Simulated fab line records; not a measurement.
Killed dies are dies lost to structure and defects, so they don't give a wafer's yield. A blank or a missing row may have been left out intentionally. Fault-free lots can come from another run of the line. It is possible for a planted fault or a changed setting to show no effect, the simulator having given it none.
Which of the tools did it? ; flow gf180mcu ; 33 wafers sampled from 11 lots at 1 step of a route of 602

## WHAT THE GAUGES SHOWED, per wafer
GF_V2_OVL_MEAS_15.
lot;measured;on;V2_OVL (nm)
L130;day 20 05:48;overlay-02;-3 -4 5
L131;day 20 13:51;overlay-02;0 -8 -1
L132;day 20 21:06;overlay-02;2 5 1
L133;day 21 09:38;overlay-01;0 0 -4
L134;day 22 04:34;overlay-02;3 -4 7
L135;day 22 10:59;overlay-01;2 7 8
L136;day 22 17:39;overlay-02;2 -2 3
L141;day 24 17:06;overlay-02;-2 -4 -4
L142;day 25 01:23;overlay-02;0 2 6
L148;day 26 13:51;overlay-01;-1 -4 1
L152;day 27 14:34;overlay-02;8 1 -1

## TOOL THAT RAN EACH LOT (tool first, then ch and the chambers of the sampled wafers, then the start)
The record shows no process step preceding these readings.

## AS READ BY THE TOOLS THEMSELVES (means over the sampled wafers that have a number; for cases with no such wafer, the mark the record gives instead)
The record holds no such reading with a usual standard deviation.

## THE ANSWER, worked out from the rows above alone
Rule: usual is defined by the lots themselves. Put in order of their means at a reading, lots are off if they are a third of the lots or fewer, leave a main group of 4 or more, and stand apart from it by a gap of 3 or more times the standard deviation of the main group's means; of several such gaps the widest counts. A main group whose means are all the same, to the digits that the tables above print for the reading, isn't used. Also off: a lot with no number at a reading for which 4 or more lots have one. All remaining lots with rows at the step are treated as sound. After the gauges, taken in route order, come the tools' own readings; for these a lot's mean is taken, as printed above. The first step at which some lot is off is used, and at that step the reading that is off furthest; a lot without a number counts as furthest.
No lot is off at any reading shown: from this, nothing can be told.

## WHAT HAD BEEN PUT IN BY THE SIMULATOR
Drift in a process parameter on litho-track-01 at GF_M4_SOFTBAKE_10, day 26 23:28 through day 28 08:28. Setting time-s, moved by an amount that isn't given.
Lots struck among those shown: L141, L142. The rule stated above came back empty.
